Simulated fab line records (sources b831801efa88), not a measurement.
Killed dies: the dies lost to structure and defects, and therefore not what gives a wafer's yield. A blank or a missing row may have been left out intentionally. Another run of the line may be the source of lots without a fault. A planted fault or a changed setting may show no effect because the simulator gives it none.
Check for tools in common || flow gf180mcu || Sample size 12 lots and 42 wafers

## WHY THIS WAS OPENED
Flagged at GF_PSD_CD_MEAS_07: reading cd-nm, on 2 of 12 lots. Wafers without a fault read 399.9 nm, standard deviation 2.
Rule: a lot gets a flag if all its wafers with a number sit over 4 standard deviations from that mean, or if no wafer of it has a number. As for the other lots, they are considered sound.

{"lot": "L129", "measured": "day 14 06:04", "on": "cd-sem-01", "cd-nm (nm), wafer by wafer": "400.3 400.9 400.0", "flag": ""}
{"lot": "L130", "measured": "day 14 17:01", "on": "cd-sem-01", "cd-nm (nm), wafer by wafer": "399.1 399.7 400.6", "flag": ""}
{"lot": "L131", "measured": "day 15 06:56", "on": "cd-sem-01", "cd-nm (nm), wafer by wafer": "397.3 398.4 399.3", "flag": ""}
{"lot": "L133", "measured": "day 15 12:17", "on": "cd-sem-01", "cd-nm (nm), wafer by wafer": "401.3 398.7 399.9", "flag": ""}
{"lot": "L134", "measured": "day 15 22:50", "on": "cd-sem-02", "cd-nm (nm), wafer by wafer": "399.0 400.7 398.0", "flag": ""}
{"lot": "L138", "measured": "day 17 10:17", "on": "cd-sem-02", "cd-nm (nm), wafer by wafer": "397.2 396.2 398.8", "flag": ""}
{"lot": "L139", "measured": "day 17 22:47", "on": "cd-sem-01", "cd-nm (nm), wafer by wafer": "398.6 399.0 399.5", "flag": ""}
{"lot": "L146", "measured": "day 20 05:11", "on": "cd-sem-01", "cd-nm (nm), wafer by wafer": "410.8 412.4 412.2 410.7 412.8 411.9", "flag": "FLAGGED"}
{"lot": "L148", "measured": "day 20 22:16", "on": "cd-sem-01", "cd-nm (nm), wafer by wafer": "408.7 411.0 410.0 408.5 410.8 410.3", "flag": "FLAGGED"}
{"lot": "L150", "measured": "day 21 17:05", "on": "cd-sem-01", "cd-nm (nm), wafer by wafer": "400.6 399.8 401.1", "flag": ""}
{"lot": "L151", "measured": "day 22 00:47", "on": "cd-sem-02", "cd-nm (nm), wafer by wafer": "402.6 401.1 403.8", "flag": ""}
{"lot": "L152", "measured": "day 22 02:40", "on": "cd-sem-01", "cd-nm (nm), wafer by wafer": "402.1 402.1 401.3", "flag": ""}
Average over the flagged lots: 410.8 nm; offset from the usual +10.9 nm, equal to +5 standard deviations.

## WHICH TOOL EACH LOT WENT THROUGH
Before the reading, the record contains 2 process steps out of a 602-step route. Each cell gives the tool, then ch followed by the chambers the sampled wafers passed through, then the start.
{"lot": "L129", "flag": "", "GF_POLY_GATE_ETCH_12": "rie-diel-03 ch 0,2,3, day 9 05:53", "GF_PSD_COAT_02": "litho-track-03 ch 0, day 13 19:36"}
{"lot": "L130", "flag": "", "GF_POLY_GATE_ETCH_12": "rie-diel-03 ch 0,1, day 9 15:46", "GF_PSD_COAT_02": "litho-track-04 ch 0, day 14 06:35"}
{"lot": "L131", "flag": "", "GF_POLY_GATE_ETCH_12": "rie-diel-02 ch 1,2,3, day 10 03:40", "GF_PSD_COAT_02": "litho-track-01 ch 0, day 14 20:16"}
{"lot": "L133", "flag": "", "GF_POLY_GATE_ETCH_12": "rie-diel-02 ch 1,2,3, day 10 07:32", "GF_PSD_COAT_02": "litho-track-01 ch 0, day 15 01:11"}
{"lot": "L134", "flag": "", "GF_POLY_GATE_ETCH_12": "rie-diel-03 ch 0,1,3, day 10 16:02", "GF_PSD_COAT_02": "litho-track-01 ch 0, day 15 12:26"}
{"lot": "L138", "flag": "", "GF_POLY_GATE_ETCH_12": "rie-diel-03 ch 0,1,3, day 11 20:47", "GF_PSD_COAT_02": "litho-track-01 ch 0, day 16 22:25"}
{"lot": "L139", "flag": "", "GF_POLY_GATE_ETCH_12": "rie-diel-02 ch 1,2, day 12 07:02", "GF_PSD_COAT_02": "litho-track-03 ch 0, day 17 11:05"}
{"lot": "L146", "flag": "FLAGGED", "GF_POLY_GATE_ETCH_12": "rie-diel-03 ch 1,2,3, day 14 05:35", "GF_PSD_COAT_02": "litho-track-03 ch 0, day 19 16:52"}
{"lot": "L148", "flag": "FLAGGED", "GF_POLY_GATE_ETCH_12": "rie-diel-02 ch 1,3, day 14 20:02", "GF_PSD_COAT_02": "litho-track-03 ch 0, day 20 10:16"}
{"lot": "L150", "flag": "", "GF_POLY_GATE_ETCH_12": "rie-diel-02 ch 0,2,3, day 15 09:08", "GF_PSD_COAT_02": "litho-track-04 ch 0, day 21 04:52"}
{"lot": "L151", "flag": "", "GF_POLY_GATE_ETCH_12": "rie-diel-04 ch 1,2, day 15 19:08", "GF_PSD_COAT_02": "litho-track-04 ch 0, day 21 12:50"}
{"lot": "L152", "flag": "", "GF_POLY_GATE_ETCH_12": "rie-diel-04 ch 0,1,2, day 15 22:19", "GF_PSD_COAT_02": "litho-track-01 ch 0, day 21 14:37"}
What these steps do:
- GF_POLY_GATE_ETCH_12: etches BARC in N2/H2.
- GF_PSD_COAT_02: resist thk 1000 nm.
- GF_PSD_CD_MEAS_07: target cd 400 nm.

## FLAGGED OVER TOTAL, TOOL BY TOOL (the gauges that took the reading come last)
{"step": "GF_POLY_GATE_ETCH_12", "tool": "rie-diel-02", "lots run": 5, "flagged": 1, "share of the flagged lots": "some", "sound lots run after its first flagged lot": "1 (L150)"}
{"step": "GF_POLY_GATE_ETCH_12", "tool": "rie-diel-03", "lots run": 5, "flagged": 1, "share of the flagged lots": "some", "sound lots run after its first flagged lot": 0}
{"step": "GF_POLY_GATE_ETCH_12", "tool": "rie-diel-04", "lots run": 2, "flagged": 0, "share of the flagged lots": "none", "sound lots run after its first flagged lot": "-"}
{"step": "GF_PSD_COAT_02", "tool": "litho-track-01", "lots run": 5, "flagged": 0, "share of the flagged lots": "none", "sound lots run after its first flagged lot": "-"}
{"step": "GF_PSD_COAT_02", "tool": "litho-track-03", "lots run": 4, "flagged": 2, "share of the flagged lots": "all", "sound lots run after its first flagged lot": 0}
{"step": "GF_PSD_COAT_02", "tool": "litho-track-04", "lots run": 3, "flagged": 0, "share of the flagged lots": "none", "sound lots run after its first flagged lot": "-"}
{"step": "GF_PSD_CD_MEAS_07", "tool": "cd-sem-01", "lots run": 9, "flagged": 2, "share of the flagged lots": "all", "sound lots run after its first flagged lot": "2 (L150,L152)"}
{"step": "GF_PSD_CD_MEAS_07", "tool": "cd-sem-02", "lots run": 3, "flagged": 0, "share of the flagged lots": "none", "sound lots run after its first flagged lot": "-"}

## WHAT IS ALLOWED BY THE TABLE
2 rows of the table ran every flagged lot: litho-track-03 at GF_PSD_COAT_02, cd-sem-01 at GF_PSD_CD_MEAS_07.
- litho-track-03 at GF_PSD_COAT_02: 2 of its 4 lots flagged. A fault beginning between L139 (day 17 11:05), its last sound lot, and L146 (day 19 16:52), its first flagged one, fits the data. Its own readings lie more than 4 standard deviations out on every wafer of the flagged lots: spin-speed-rpm.
- cd-sem-01 at GF_PSD_CD_MEAS_07: 2 of its 9 lots flagged. Sound lots ran on it after the first flagged one (L150, L152), which a lasting fault on the whole tool wouldn't allow.
litho-track-03 at GF_PSD_COAT_02 is the single tool remaining.

## WHAT HAD BEEN PUT IN BY THE SIMULATOR
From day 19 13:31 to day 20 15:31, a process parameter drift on litho-track-03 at GF_PSD_COAT_02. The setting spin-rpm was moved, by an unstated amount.
Shown lots that were struck: L146, L148. The rule above reached the same finding.
